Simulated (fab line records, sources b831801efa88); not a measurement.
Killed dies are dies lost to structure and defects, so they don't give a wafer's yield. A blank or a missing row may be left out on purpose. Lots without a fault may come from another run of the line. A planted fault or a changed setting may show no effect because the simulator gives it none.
A struck lot beside a sound one | flow sky130 | 44 steps out of a route of 708
Sound: wafers L912.1, L912.3, L912.5. Struck: wafers L922.1, L922.2, L922.5. The cause comes at the end.
At each step with rows: each side's tool, then ch and its chambers, then its first start. Under that, the readings that differ: sound wafers | struck wafers | difference of the means | sigmas: that difference in standard deviations of wafers without a fault.
alike: readings whose means differ by less than 2 such deviations, and words and numbers that are the same on both sides. not compared: withheld readings, readings that some wafer has no value for, bounds like >300 that may hide the same value, and numbers for which the record gives no deviation and whose values overlap.
The two part at a step that has a row with sigmas, a row that says differs or no value, or rows on one side only. Numbers that don't overlap but have no deviation are shown without sigmas and don't part them. A reading that every wafer of one side lacks parts them only if that side has two wafers or more.

SKY_VIA2_ETCH_15: etches SiO2 in C4F8/O2/Ar, stops on TiN, target depth 546 nm, time 84 s.
  sound on rie_diel-03 ch 2,3, day 38 04:52; struck on rie_diel-01 ch 0,1, day 40 07:19
  alike: bias_w, chamber_pressure_mTorr, oes_product_au
  not compared: rf_hours_counter_h
then, 5 steps without rows for these wafers: SKY_VIA2_STRIP_16 (strips in O2/N2); SKY_VIA2_STRIP_17 (strips in post etch residue remover, time 1200 s); SKY_VIA2_CLEAN_18 (cleans in IPA, time 180 s); SKY_VIA2_CLEAN_19 (cleans in O3/DIW); SKY_VIA2_SPUTTER_20 (material TiN, target thk 20 nm, time 80 s).
SKY_VIA2_CVD_21: deposits W, target thk 420 nm, time 126.4 s.
  sound on cvd_w-01 ch 0,1, day 38 05:50; struck on cvd_w-02 ch 0,1, day 40 08:04
  alike: heater_power_w
SKY_VIA2_RS_MEAS_22: measures by four-point-probe.
  sound on film_metro-02, day 38 05:58; struck on film_metro-03, day 40 08:12
  alike: VIA2_W_RS
SKY_VIA2_THK_MEAS_23: measures by xrf.
  sound on film_metro-02, day 38 06:05; struck on film_metro-03, day 40 08:19
  alike: VIA2_W_THK
then, 1 step without rows for these wafers: SKY_VIA2_CMP_24 (polishes, stops on SiO2, t overpolish 20 s, target thk 0 nm).
SKY_METAL3_SPUTTER_00: material Ti, target thk 15 nm, time 10 s.
  sound on pvd_sputter-02, day 38 06:27; struck on pvd_sputter-04, day 40 09:40
  alike: throttle_valve_pct
then, 1 step without rows for these wafers: SKY_METAL3_SPUTTER_01 (material TiN, target thk 20 nm, time 16.7 s).
SKY_METAL3_SPUTTER_02: material AlCu, target thk 735 nm, time 39.1 s.
  sound on pvd_sputter-02, day 38 06:29; struck on pvd_sputter-04, day 40 09:42
  reading                                     | sound           | struck            | difference | sigmas
  model.AlCu_of_METAL3_SPUTTER_02.thk_nm (nm) | 740 725.8 728.8 | 381.4 377.4 382.7 | -351.0     |
  alike: throttle_valve_pct
SKY_METAL3_SPUTTER_03: material Ti, target thk 5 nm, time 3.3 s.
  sound on pvd_sputter-02, day 38 06:32; struck on pvd_sputter-04, day 40 09:44
  alike: throttle_valve_pct
then, 2 steps without rows for these wafers: SKY_METAL3_SPUTTER_04 (material TiN, target thk 70 nm, time 58.3 s); SKY_CAPM_CVD_00 (deposits SiO2, target thk 15.5 nm).
SKY_CAPM_THK_MEAS_01:
  sound on film_metro-02, day 38 06:37; struck on film_metro-01, day 40 09:50
  alike: CAPM_CVD_00_THK
SKY_CAPM_SPUTTER_02: material TiN, target thk 200 nm, time 172.9 s.
  sound on pvd_sputter-03, day 38 06:41; struck on pvd_sputter-01, day 40 09:53
  alike: throttle_valve_pct
SKY_CAPM_RS_MEAS_03: measures by four-point-probe.
  sound on film_metro-01, day 38 06:47; struck on film_metro-04, day 40 10:00
  alike: CAPM_TIN_RS
SKY_CAPM_THK_MEAS_04: measures by xrf.
  sound on film_metro-01, day 38 06:55; struck on film_metro-04, day 40 10:07
  alike: CAPM_TIN_THK
then, 7 steps without rows for these wafers: SKY_CAPM_DEHYDRATE_05 (time 60 s); SKY_CAPM_HMDS_06 (prime time 60 s); SKY_CAPM_COAT_07 (resist thk 1140 nm); SKY_CAPM_SOFTBAKE_08 (time 60 s); SKY_CAPM_EXPOSE_09 (exposes mask CAPM, target cd 1000 nm); SKY_CAPM_PEB_10; SKY_CAPM_DEVELOP_11 (develop time 60 s).
SKY_CAPM_OVL_MEAS_12:
  sound on overlay-02, day 39 07:10; struck on overlay-01, day 41 09:16
  alike: CAPM_OVL
then, 13 steps without rows for these wafers: SKY_CAPM_METAL_ETCH_13 (etches TiN in Cl2/BCl3, stops on SiO2, target depth 220 nm, time 62.9 s); SKY_CAPM_STRIP_14 (strips in O2/N2); SKY_CAPM_STRIP_15 (strips in post etch residue remover, time 1200 s); SKY_CAPM_CLEAN_16 (cleans in IPA, time 180 s); SKY_CAPM_CLEAN_17 (cleans in O3/DIW); SKY_METAL3_DEHYDRATE_05 (time 60 s); SKY_METAL3_HMDS_06 (prime time 60 s); SKY_METAL3_COAT_07 (resist thk 60 nm); SKY_METAL3_COAT_08 (resist thk 1140 nm); SKY_METAL3_SOFTBAKE_09 (time 90 s); SKY_METAL3_EXPOSE_10 (exposes mask MM3, target cd 300 nm); SKY_METAL3_PEB_11; SKY_METAL3_DEVELOP_12 (develop time 60 s).
SKY_METAL3_CD_MEAS_13: target cd 300 nm.
  sound on cd_sem-02, day 40 09:19; struck on cd_sem-02, day 42 09:40
  alike: cd_nm
SKY_METAL3_METAL_ETCH_18: etches the open film in Cl2/BCl3, stops on SiO2, target depth 845 nm, time 183.1 s.
  sound on rie_metal-02 ch 0,1, day 40 09:46; struck on rie_metal-02 ch 0,1, day 42 10:06
  reading               | sound             | struck            | difference | sigmas
  oes_product_au (a.u.) | 0.868 0.863 0.860 | 0.673 0.663 0.667 | -0.196     | -31
  alike: bias_w, chamber_pressure_mTorr, drypump_motor_current_A, throttle_valve_pct
  not compared: rf_hours_counter_h
-- the record jumps here: 7 days lie between the struck wafers' starts before and after (it left off in module METAL3 and takes up again in module PAD_OPEN, whose first step shown is number 708 of the route) --
SKY_PAD_OPEN_PROBE_99:
  sound on prober-02, day 47 12:35; struck on prober-02, day 49 04:30
  reading                      | sound                   | struck                 | difference | sigmas
  defect_limited_yield (%)     | 80.7 81.5 81.9          | 85.8 85.4 85.0         | +4.0       | +2
  killed_at_contacts           | 36 24 26                | 12 17 20               | -12        | -2
  killed_dies                  | 95 91 89                | 70 72 74               | -20        | -2
  sort_bin_5_function (%)      | 11.2 12.4 9.8           | 7.3 7.5 8.1            | -3.5       | -2
  sort_n_pass                  | 397 401 403             | 422 420 418            | +20        | +2
  sort_yield_pct (%)           | 80.7 81.5 81.9          | 85.8 85.4 85.0         | +4.0       | +2
  model.etest.met3.line_ohm_um | 0.1424 0.1444 0.1433    | 0.2759 0.2757 0.2766   | +0.1327    |
  model.etest.met3.rs_ohm_sq   | 0.04228 0.04276 0.04286 | 0.08364 0.08319 0.0826 | +0.04051   |
  alike: killed_at_M0_to_M3, killed_at_M4_up, killed_at_front_end, killed_at_other, killed_open, killed_short, sort_bin_3_pad_short, sort_bin_6_memory

WHERE THEY PART
First at SKY_METAL3_METAL_ETCH_18; last, within this record, at SKY_PAD_OPEN_PROBE_99.

WHY: what the simulator had put in
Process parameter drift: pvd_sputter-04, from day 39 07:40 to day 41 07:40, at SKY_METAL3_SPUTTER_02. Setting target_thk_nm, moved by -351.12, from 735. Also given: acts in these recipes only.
